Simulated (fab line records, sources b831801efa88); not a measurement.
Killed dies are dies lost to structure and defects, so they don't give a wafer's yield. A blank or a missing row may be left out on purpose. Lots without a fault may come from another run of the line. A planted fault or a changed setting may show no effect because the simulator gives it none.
fab line records | flow sky130
record lots=14 wafers=41 last_day=50
route steps=708 shown VT_ADJUST_PCH@153 POLY_GATE@227 LDD_N@244 LDD_HVP@281
lots that met no fault: from a run of the same line without faults
start_h: hours from the record's first day to the start of the lot's first wafer shown | wait_h: hours since the lot's step before | " the same as in the row above | L1.1+2: a row that stands for several wafers | - no value, or no start given | * or withheld: withheld | < > ~ a bound
route shown NAME@n: a module of which the file shows steps, and the number in the route of the first | usual: mean/standard deviation of fault-free wafers | same: alike in all rows | chamber/n: place in a boat | sites: the reading at each site | _std_site: their standard deviation | _edge_site: outer sites' mean less inner sites' | radius_mm: how far each site lies from the wafer's centre | mask NAME#n: copy n | behind: the tool/chamber that last shaped the wafer | hold: why the lot was held/for how many hours/how that ended | device: the transistor (n, p or np) that didn't switch | end of line: the same wafers' tests at the end of the route | a step without rows: its recipe alone | killed: dies lost to structure and defects at the first sort, not the wafer's yield | map: a wafer's dies, x killed, . not, _ none there
set.NAME: the setting as run; set.NAME@STEP: as run at that earlier step | model.NAME: the simulator's own value behind a step, which no gauge read
steps of the route over a sample of lots; a table a step, a row a wafer
services: from which hour (start_h, from the record's first day; less than 0 if before it) a tool's chamber was out of use, for how many hours, and why
## steps
# step SKY_VT_ADJUST_PCH_TW_MEAS_10
# usual VT_ADJUST_PCH_TW=140.7/1
# columns lot.wafer tool chamber start_h wait_h VT_ADJUST_PCH_TW
L843.1 film_metro-02 - 220.83 0.1 141.5
L843.2 " - " " 141.7
L843.3 " - " " 141.1
L844.1 film_metro-02 - 233.24 0.1 141.1
L844.2 " - " " 140.8
L844.6 " - " " 140.8
L845.2 film_metro-02 - 243.75 0.1 141.3
L845.3 " - " " 140.1
L845.5 " - " " 140.7
L846.1 film_metro-02 - 245.23 0.1 141.7
L846.3 " - " " 141.8
L846.6 " - " " 141.1
L852.4 film_metro-03 - 291.02 0.1 139.6
L852.5 " - " " 139.5
L854.1 film_metro-03 - 316.84 0.1 140.5
L854.4 " - " " 139.7
L854.5 " - " " 139.2
L856.1 film_metro-02 - 325.27 0.1 141.1
L856.2 " - " " 141.2
L856.3 " - " " 140.6
L857.4 film_metro-02 - 331.57 0.1 140.2
L857.5 " - " " 140.4
L857.6 " - " " 141.0
L858.1 film_metro-04 - 342.29 0.1 141.7
L858.3 " - " " 141.1
L858.5 " - " " 141.9
L861.1 film_metro-02 - 377.87 0.1 140.8
L861.5 " - " " 140.7
L861.6 " - " " 140.8
L862.1 film_metro-03 - 380.09 0.1 139.3
L862.2 " - " " 138.7
L862.4 " - " " 139.9
L864.2 film_metro-03 - 389.30 0.1 139.6
L864.5 " - " " 139.8
L864.6 " - " " 139.7
L865.1 film_metro-03 - 397.39 0.1 139.2
L865.2 " - " " 139.5
L865.5 " - " " 139.9
L866.2 film_metro-03 - 401.28 0.1 138.8
L866.3 " - " " 139.5
L866.5 " - " " 139.3
# step SKY_POLY_GATE_CD_MEAS_13
# recipe target_cd_nm=150
# usual cd_nm=149.9/1.3
# columns lot.wafer tool chamber start_h wait_h cd_nm
L843.1 cd_sem-02 - 360.28 - 151.2
L843.2 " - " " 150.0
L843.3 " - " " 150.5
L844.1 cd_sem-01 - 376.41 - 151.7
L844.2 " - " " 151.5
L844.6 " - " " 151.4
L845.2 cd_sem-02 - 390.23 - 151.2
L845.3 " - " " 150.7
L845.5 " - " " 152.2
L846.1 cd_sem-01 - 390.48 - 151.8
L846.3 " - " " 151.9
L846.6 " - " " 150.7
L852.4 cd_sem-02 - 446.74 - 148.9
L852.5 " - " " 148.8
L854.1 cd_sem-01 - 473.49 - 150.8
L854.4 " - " " 150.5
L854.5 " - " " 150.5
L856.1 cd_sem-01 - 495.08 - 150.1
L856.2 " - " " 149.4
L856.3 " - " " 149.3
L857.4 cd_sem-02 - 495.49 - 151.4
L857.5 " - " " 151.9
L857.6 " - " " 151.5
L858.1 cd_sem-01 - 501.51 - 152.7
L858.3 " - " " 151.4
L858.5 " - " " 150.2
L861.1 cd_sem-01 - 541.08 - 151.4
L861.5 " - " " 150.4
L861.6 " - " " 150.6
L862.1 cd_sem-02 - 543.10 - 148.6
L862.2 " - " " 148.7
L862.4 " - " " 147.3
L864.2 cd_sem-01 - 551.50 - 151.1
L864.5 " - " " 148.7
L864.6 " - " " 150.2
L865.1 cd_sem-01 - 563.68 - 148.4
L865.2 " - " " 149.3
L865.5 " - " " 148.1
L866.2 cd_sem-02 - 566.56 - 148.6
L866.3 " - " " 149.0
L866.5 " - " " 148.6
# step SKY_LDD_N_OVL_MEAS_07
# usual LDD_N_OVL=0.7/1.4
# columns lot.wafer tool chamber start_h wait_h LDD_N_OVL[nm]
L843.1 overlay-02 - 393.66 0.1 -0.4
L843.2 " - " " 1.2
L843.3 " - " " 2.2
L844.1 overlay-02 - 408.51 0.1 0.9
L844.2 " - " " 0.4
L844.6 " - " " 2.2
L846.1 overlay-02 - 424.16 0.1 -0.5
L846.3 " - " " 1.1
L846.6 " - " " -0.6
L845.2 overlay-01 - 424.41 0.1 0.5
L845.3 " - " " -1.3
L845.5 " - " " 0.8
L852.4 overlay-02 - 479.48 0.1 1.7
L852.5 " - " " 2.1
L854.1 overlay-02 - 506.56 0.1 -1.3
L854.4 " - " " -0.5
L854.5 " - " " 0.4
L856.1 overlay-02 - 527.21 0.1 -2.4
L856.2 " - " " -0.5
L856.3 " - " " -0.8
L857.4 overlay-02 - 527.89 0.1 2.2
L857.5 " - " " 2.0
L857.6 " - " " 1.7
L858.1 overlay-01 - 534.08 0.1 0.9
L858.3 " - " " 0.2
L858.5 " - " " -0.7
L861.1 overlay-01 - 571.38 0.1 -1.3
L861.5 " - " " -1.8
L861.6 " - " " -1.3
L862.1 overlay-01 - 574.50 0.1 0.5
L862.2 " - " " -1.6
L862.4 " - " " -0.4
L864.2 overlay-01 - 581.13 0.1 0.2
L864.5 " - " " 0.0
L864.6 " - " " 0.0
L865.1 overlay-01 - 594.31 0.1 0.1
L865.2 " - " " -0.2
L865.5 " - " " -0.2
L866.2 overlay-02 - 599.23 0.1 -0.1
L866.3 " - " " 0.2
L866.5 " - " " 1.7
# step SKY_LDD_HVP_SOFTBAKE_03
# recipe temp_c=90 time_s=60 resist=NOVOLAK
# usual heater_power_total_W=56.60/0.043 run_length_s=89.25/0.12
# columns lot.wafer tool chamber start_h wait_h heater_power_total_W run_length_s
L843.1 litho_track-02 0 471.14 0.1 56.60 89.21
L843.2 " 0 " " 56.56 89.33
L843.3 " 0 " " 56.58 89.39
L844.1 litho_track-02 0 487.44 0.1 56.62 89.30
L844.2 " 0 " " 56.56 89.34
L844.6 " 0 " " 56.66 89.14
L846.1 litho_track-02 0 503.24 0.1 56.59 89.31
L846.3 " 0 " " 56.58 89.35
L846.6 " 0 " " 56.60 89.22
L845.2 litho_track-03 0 503.50 0.1 56.64 89.39
L845.3 " 0 " " 56.65 89.40
L845.5 " 0 " " 56.61 89.20
L852.4 litho_track-03 0 556.70 0.1 56.51 89.27
L852.5 " 0 " " 61.55 75.45
L854.1 litho_track-03 0 581.88 0.1 56.67 89.42
L854.4 " 0 " " 56.61 89.38
L854.5 " 0 " " 61.64 75.40
L856.1 litho_track-01 0 600.51 0.1 56.58 89.17
L856.2 " 0 " " 56.61 89.18
L856.3 " 0 " " 56.62 88.98
L857.4 litho_track-02 0 601.91 0.1 56.61 89.17
L857.5 " 0 " " 56.57 89.35
L857.6 " 0 " " 56.58 89.25
L858.1 litho_track-01 0 608.35 0.1 56.62 89.07
L858.3 " 0 " " 56.57 89.21
L858.5 " 0 " " 56.64 88.97
L861.1 litho_track-03 0 644.78 0.1 56.56 89.45
L861.5 " 0 " " 56.61 89.25
L861.6 " 0 " " 56.60 89.37
L862.1 litho_track-03 0 649.93 0.1 56.55 89.32
L862.2 " 0 " " 56.65 89.36
L862.4 " 0 " " 56.60 89.22
L864.2 litho_track-02 0 655.21 0.1 56.62 89.24
L864.5 " 0 " " 56.59 89.24
L864.6 " 0 " " 56.62 89.14
L865.1 litho_track-03 0 666.38 0.1 56.45 89.35
L865.2 " 0 " " 56.60 89.20
L865.5 " 0 " " 56.59 89.17
L866.2 litho_track-03 0 670.80 0.1 56.58 89.20
L866.3 " 0 " " 56.66 89.30
L866.5 " 0 " " 56.65 89.22
## services
# columns tool chamber start_h hours kind
litho_track-01 - 485.68 - consumable_replace:filter
## key
first_sign step=SKY_LDD_HVP_SOFTBAKE_03 reading=heater_power_total_W direction=up sigmas=99+ usual=* struck=*
effect step=SKY_LDD_HVP_SOFTBAKE_03 reading=run_length_s direction=down sigmas=99+ usual=* struck=*
met_at SKY_LDD_HVP_SOFTBAKE_03
struck_lots L852,L854
struck_wafers L852.5,L854.5
tester_left_out L852,L854
not_acting_at SKY_VT_ADJUST_PCH_TW_MEAS_10,SKY_POLY_GATE_CD_MEAS_13,SKY_LDD_N_OVL_MEAS_07
onset_between 503.50 556.70
fault kind=process_parameter_drift tool=litho_track-03 chamber=- onset_h=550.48 steps=SKY_LDD_HVP_SOFTBAKE_03 channel=time_s offset=* shape=step end_h=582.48 scope=struck_wafers_only acts_in=* stated=*
# tester_left_out: of these lots the tester's yield and bins aren't shown, on N5 and GAA mostly nor the transistor test; their killed dies are dies lost to structure and defects alone, not to doping, threshold or leakage, so they don't give the yield
